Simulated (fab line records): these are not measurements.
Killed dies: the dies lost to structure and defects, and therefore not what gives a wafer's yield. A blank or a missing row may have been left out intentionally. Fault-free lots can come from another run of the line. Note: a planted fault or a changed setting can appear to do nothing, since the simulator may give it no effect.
The tool behind it: which one? / flow sky130 / 14 lots, 42 wafers sampled, at 4 steps of a route of 708

WHAT EACH GAUGE READ, for each wafer
SKY_PWDE_OVL_MEAS_07. Usual: for PWDE_OVL the level is 0.4 nm and the standard deviation is 1.5.
lot=L839; measured=day 4 05:47; on=overlay-02; PWDE_OVL (nm)=-1.0 -1.5 -0.9; flag=
lot=L840; measured=day 4 10:39; on=overlay-01; PWDE_OVL (nm)=0.5 1.2 -0.8; flag=
lot=L841; measured=day 4 13:02; on=overlay-02; PWDE_OVL (nm)=2.6 0.8 1.2; flag=
lot=L842; measured=day 4 17:33; on=overlay-01; PWDE_OVL (nm)=-2.1 -1.1 0.0; flag=
lot=L844; measured=day 5 07:45; on=overlay-01; PWDE_OVL (nm)=1.6 1.0 1.8; flag=
lot=L845; measured=day 5 12:29; on=overlay-02; PWDE_OVL (nm)=0.4 -2.6 -0.8; flag=
lot=L848; measured=day 6 02:15; on=overlay-01; PWDE_OVL (nm)=1.4 0.7 0.6; flag=
lot=L849; measured=day 6 10:35; on=overlay-01; PWDE_OVL (nm)=1.5 2.5 0.8; flag=
lot=L850; measured=day 6 17:04; on=overlay-02; PWDE_OVL (nm)=-0.6 -2.0 -0.5; flag=
lot=L852; measured=day 7 03:54; on=overlay-02; PWDE_OVL (nm)=0.9 3.1 2.5; flag=
lot=L853; measured=day 7 14:31; on=overlay-02; PWDE_OVL (nm)=1.1 -0.6 -1.1; flag=
lot=L855; measured=day 7 20:53; on=overlay-01; PWDE_OVL (nm)=3.1 0.6 2.3; flag=
lot=L856; measured=day 8 00:34; on=overlay-02; PWDE_OVL (nm)=-0.7 1.5 -0.4; flag=
lot=L858; measured=day 8 12:35; on=overlay-02; PWDE_OVL (nm)=-0.7 -1.5 -1.6; flag=

SKY_PWDE_TW_MEAS_10. Usual: for PWDE_TW the level is 373 and the standard deviation is 3.8.
lot=L839; measured=day 4 06:05; on=film_metro-01; PWDE_TW=374 372 372; flag=
lot=L840; measured=day 4 10:56; on=film_metro-03; PWDE_TW=370 371 370; flag=
lot=L841; measured=day 4 13:20; on=film_metro-01; PWDE_TW=371 374 373; flag=
lot=L842; measured=day 4 17:50; on=film_metro-04; PWDE_TW=377 377 377; flag=
lot=L844; measured=day 5 08:02; on=film_metro-01; PWDE_TW=374 374 374; flag=
lot=L845; measured=day 5 12:46; on=film_metro-03; PWDE_TW=371 369 370; flag=
lot=L848; measured=day 6 02:36; on=film_metro-04; PWDE_TW=378 377 379; flag=
lot=L849; measured=day 6 10:53; on=film_metro-04; PWDE_TW=381 379 379; flag=
lot=L850; measured=day 6 17:21; on=film_metro-01; PWDE_TW=374 376 375; flag=
lot=L852; measured=day 7 04:11; on=film_metro-04; PWDE_TW=377 379 377; flag=
lot=L853; measured=day 7 14:49; on=film_metro-01; PWDE_TW=373 372 370; flag=
lot=L855; measured=day 7 21:11; on=film_metro-04; PWDE_TW=378 378 379; flag=
lot=L856; measured=day 8 00:52; on=film_metro-03; PWDE_TW=370 371 371; flag=
lot=L858; measured=day 8 12:53; on=film_metro-01; PWDE_TW=370 370 373; flag=

SKY_LDD_P_OVL_MEAS_08. Usual: for LDD_P_OVL the level is 0.4 nm and the standard deviation is 1.3.
lot=L839; measured=day 19 12:46; on=overlay-02; LDD_P_OVL (nm)=0.1 -0.6 0.5; flag=
lot=L840; measured=day 20 01:40; on=overlay-01; LDD_P_OVL (nm)=0.9 0.1 1.2; flag=
lot=L841; measured=day 20 06:59; on=overlay-02; LDD_P_OVL (nm)=-0.5 -1.9 -1.6; flag=
lot=L842; measured=day 20 13:36; on=overlay-01; LDD_P_OVL (nm)=1.7 2.3 2.7; flag=
lot=L844; measured=day 21 16:40; on=overlay-01; LDD_P_OVL (nm)=-0.2 -0.3 0.9; flag=
lot=L845; measured=day 22 04:25; on=overlay-01; LDD_P_OVL (nm)=0.9 0.2 0.7; flag=
lot=L848; measured=day 22 19:00; on=overlay-01; LDD_P_OVL (nm)=0.3 1.2 -0.3; flag=
lot=L849; measured=day 23 05:07; on=overlay-02; LDD_P_OVL (nm)=0.5 -1.7 -0.8; flag=
lot=L850; measured=day 23 14:07; on=overlay-01; LDD_P_OVL (nm)=-0.5 1.1 1.0; flag=
lot=L852; measured=day 24 10:28; on=overlay-01; LDD_P_OVL (nm)=0.9 0.6 2.1; flag=
lot=L853; measured=day 24 23:46; on=overlay-02; LDD_P_OVL (nm)=-1.3 -2.1 0.4; flag=
lot=L855; measured=day 25 10:15; on=overlay-02; LDD_P_OVL (nm)=0.9 -0.8 0.6; flag=
lot=L856; measured=day 25 15:28; on=overlay-01; LDD_P_OVL (nm)=1.0 2.3 0.7; flag=
lot=L858; measured=day 26 07:09; on=overlay-01; LDD_P_OVL (nm)=-1.4 1.1 -0.4; flag=

EACH LOT AND THE TOOL THAT RAN IT (in order: tool; ch and the chambers of the sampled wafers; start)
lot=L839; SKY_GATE_OXIDE_OXIDATION_16=furnace-02 ch 0, day 14 09:52
lot=L840; SKY_GATE_OXIDE_OXIDATION_16=furnace-02 ch 0, day 14 20:58
lot=L841; SKY_GATE_OXIDE_OXIDATION_16=furnace-02 ch 0, day 15 02:02
lot=L842; SKY_GATE_OXIDE_OXIDATION_16=furnace-02 ch 0, day 15 05:05
lot=L844; SKY_GATE_OXIDE_OXIDATION_16=furnace-02 ch 0, day 16 06:10
lot=L845; SKY_GATE_OXIDE_OXIDATION_16=furnace-01 ch 0, day 16 16:52
lot=L848; SKY_GATE_OXIDE_OXIDATION_16=furnace-01 ch 0, day 17 08:09
lot=L849; SKY_GATE_OXIDE_OXIDATION_16=furnace-01 ch 0, day 17 18:56
lot=L850; SKY_GATE_OXIDE_OXIDATION_16=furnace-01 ch 0, day 18 04:15
lot=L852; SKY_GATE_OXIDE_OXIDATION_16=furnace-02 ch 0, day 18 22:01
lot=L853; SKY_GATE_OXIDE_OXIDATION_16=furnace-02 ch 0, day 19 13:20
lot=L855; SKY_GATE_OXIDE_OXIDATION_16=furnace-02 ch 0, day 20 00:03
lot=L856; SKY_GATE_OXIDE_OXIDATION_16=furnace-02 ch 0, day 20 05:32
lot=L858; SKY_GATE_OXIDE_OXIDATION_16=furnace-02 ch 0, day 20 23:20
- SKY_GATE_OXIDE_OXIDATION_16: stabilise 600 s, purge 300 s, target thk 3.57 nm.

WHAT THE TOOLS THEMSELVES READ (means of the sampled wafers that have a number; where no wafer has one, the mark that the record gives instead)
SKY_GATE_OXIDE_OXIDATION_16. Usual: spike_tc_bottom_C 818.9 C, standard deviation 1.4; spike_tc_centre_C 800.8 C, standard deviation 1.1; spike_tc_lower_C 800.7 C, standard deviation 0.96; spike_tc_top_C 815.3 C, standard deviation 1.8; spike_tc_upper_C 801.8 C, standard deviation 1.1; tube_center_temp_C 800 C, standard deviation 0.078; tube_center_temp_C_max 802.1, standard deviation 0.32; zone_power_upper_pct 15.25 %, standard deviation 0.27.
lot=L839; tool=furnace-02; spike_tc_bottom_C (C)=818.7; spike_tc_centre_C (C)=801.7; spike_tc_lower_C (C)=800.8; spike_tc_top_C (C)=814.5; spike_tc_upper_C (C)=801.2; tube_center_temp_C (C)=800; tube_center_temp_C_max=802.3; zone_power_upper_pct (%)=15.20; flag=
lot=L840; tool=furnace-02; spike_tc_bottom_C (C)=820.2; spike_tc_centre_C (C)=801.6; spike_tc_lower_C (C)=800.2; spike_tc_top_C (C)=813.9; spike_tc_upper_C (C)=801.8; tube_center_temp_C (C)=800; tube_center_temp_C_max=801.9; zone_power_upper_pct (%)=14.96; flag=
lot=L841; tool=furnace-02; spike_tc_bottom_C (C)=818.7; spike_tc_centre_C (C)=798.9; spike_tc_lower_C (C)=801.2; spike_tc_top_C (C)=814.2; spike_tc_upper_C (C)=801.0; tube_center_temp_C (C)=800; tube_center_temp_C_max=802.0; zone_power_upper_pct (%)=15.01; flag=
lot=L842; tool=furnace-02; spike_tc_bottom_C (C)=819.6; spike_tc_centre_C (C)=801.9; spike_tc_lower_C (C)=800.9; spike_tc_top_C (C)=815.1; spike_tc_upper_C (C)=801.6; tube_center_temp_C (C)=800; tube_center_temp_C_max=802.2; zone_power_upper_pct (%)=15.09; flag=
lot=L844; tool=furnace-02; spike_tc_bottom_C (C)=820.1; spike_tc_centre_C (C)=801.0; spike_tc_lower_C (C)=800.8; spike_tc_top_C (C)=813.2; spike_tc_upper_C (C)=802.2; tube_center_temp_C (C)=800; tube_center_temp_C_max=801.7; zone_power_upper_pct (%)=15.16; flag=
lot=L845; tool=furnace-01; spike_tc_bottom_C (C)=817.9; spike_tc_centre_C (C)=800.8; spike_tc_lower_C (C)=800.4; spike_tc_top_C (C)=817.8; spike_tc_upper_C (C)=800.5; tube_center_temp_C (C)=800; tube_center_temp_C_max=802.0; zone_power_upper_pct (%)=15.62; flag=
lot=L848; tool=furnace-01; spike_tc_bottom_C (C)=817.0; spike_tc_centre_C (C)=800.7; spike_tc_lower_C (C)=800.5; spike_tc_top_C (C)=818.5; spike_tc_upper_C (C)=802.9; tube_center_temp_C (C)=800; tube_center_temp_C_max=801.9; zone_power_upper_pct (%)=15.55; flag=
lot=L849; tool=furnace-01; spike_tc_bottom_C (C)=817.0; spike_tc_centre_C (C)=801.2; spike_tc_lower_C (C)=801.3; spike_tc_top_C (C)=816.4; spike_tc_upper_C (C)=802.2; tube_center_temp_C (C)=800; tube_center_temp_C_max=802.1; zone_power_upper_pct (%)=15.55; flag=
lot=L850; tool=furnace-01; spike_tc_bottom_C (C)=817.5; spike_tc_centre_C (C)=800.9; spike_tc_lower_C (C)=801.3; spike_tc_top_C (C)=816.5; spike_tc_upper_C (C)=802.4; tube_center_temp_C (C)=800; tube_center_temp_C_max=802.0; zone_power_upper_pct (%)=15.51; flag=
lot=L852; tool=furnace-02; spike_tc_bottom_C (C)=820.0; spike_tc_centre_C (C)=801.9; spike_tc_lower_C (C)=800.9; spike_tc_top_C (C)=814.5; spike_tc_upper_C (C)=802.0; tube_center_temp_C (C)=800; tube_center_temp_C_max=802.2; zone_power_upper_pct (%)=14.98; flag=
lot=L853; tool=furnace-02; spike_tc_bottom_C (C)=819.1; spike_tc_centre_C (C)=799.7; spike_tc_lower_C (C)=801.6; spike_tc_top_C (C)=814.1; spike_tc_upper_C (C)=801.1; tube_center_temp_C (C)=800; tube_center_temp_C_max=802.1; zone_power_upper_pct (%)=15.03; flag=
lot=L855; tool=furnace-02; spike_tc_bottom_C (C)=819.7; spike_tc_centre_C (C)=800.8; spike_tc_lower_C (C)=801.2; spike_tc_top_C (C)=814.6; spike_tc_upper_C (C)=802.0; tube_center_temp_C (C)=800; tube_center_temp_C_max=802.0; zone_power_upper_pct (%)=15.07; flag=
lot=L856; tool=furnace-02; spike_tc_bottom_C (C)=803.5; spike_tc_centre_C (C)=784.8; spike_tc_lower_C (C)=784.5; spike_tc_top_C (C)=798.0; spike_tc_upper_C (C)=785.3; tube_center_temp_C (C)=783; tube_center_temp_C_max=785.3; zone_power_upper_pct (%)=14.31; flag=OFF
lot=L858; tool=furnace-02; spike_tc_bottom_C (C)=803.6; spike_tc_centre_C (C)=783.2; spike_tc_lower_C (C)=783.4; spike_tc_top_C (C)=798.2; spike_tc_upper_C (C)=784.5; tube_center_temp_C (C)=783; tube_center_temp_C_max=785.4; zone_power_upper_pct (%)=14.40; flag=OFF

THE ANSWER, worked out from the rows above alone
Rule: a lot is off if the mean of its wafers that have a number lies more than 3 standard deviations from the usual mean. A lot without any number at a reading at which 4 lots or more have one is off too. Any other lot the step has rows for is counted as sound. Order of review: gauges by route order, followed by the tools' own readings, for which a lot's mean as printed above is used. At the first step where some lot is off, the reading lying furthest off is the one used; lots without a number count as furthest.
Off: L856, L858 (SKY_GATE_OXIDE_OXIDATION_16, tube_center_temp_C).
A tool fits if, at that step or a process step before it, it ran every lot that is off, and no sound lot after the first of them. One fits: furnace-02 at SKY_GATE_OXIDE_OXIDATION_16. A fault onset in the window from L855 (day 20 00:03, its last sound lot) to L856 (day 20 05:32, its first lot off) fits.
The tool's own readings at SKY_GATE_OXIDE_OXIDATION_16 bear it out: on the lots that are off they differ by more than 5 times the standard deviation of the sound lots' means. spike_tc_bottom_C reads 803.5 C there against 818.8 C on the sound lots; spike_tc_centre_C reads 784.0 C there against 800.9 C on the sound lots; spike_tc_lower_C reads 784.0 C there against 800.9 C on the sound lots; spike_tc_top_C reads 798.1 C there against 815.3 C on the sound lots; spike_tc_upper_C reads 784.9 C there against 801.7 C on the sound lots; tube_center_temp_C reads 783 C there against 800 C on the sound lots; tube_center_temp_C_max reads 785.3 there against 802.0 on the sound lots.

WHAT HAD BEEN PUT IN BY THE SIMULATOR
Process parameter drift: furnace-02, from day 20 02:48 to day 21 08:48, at SKY_GATE_OXIDE_OXIDATION_16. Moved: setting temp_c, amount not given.
Shown lots that were struck: L856, L858. The rule given above showed the same thing.
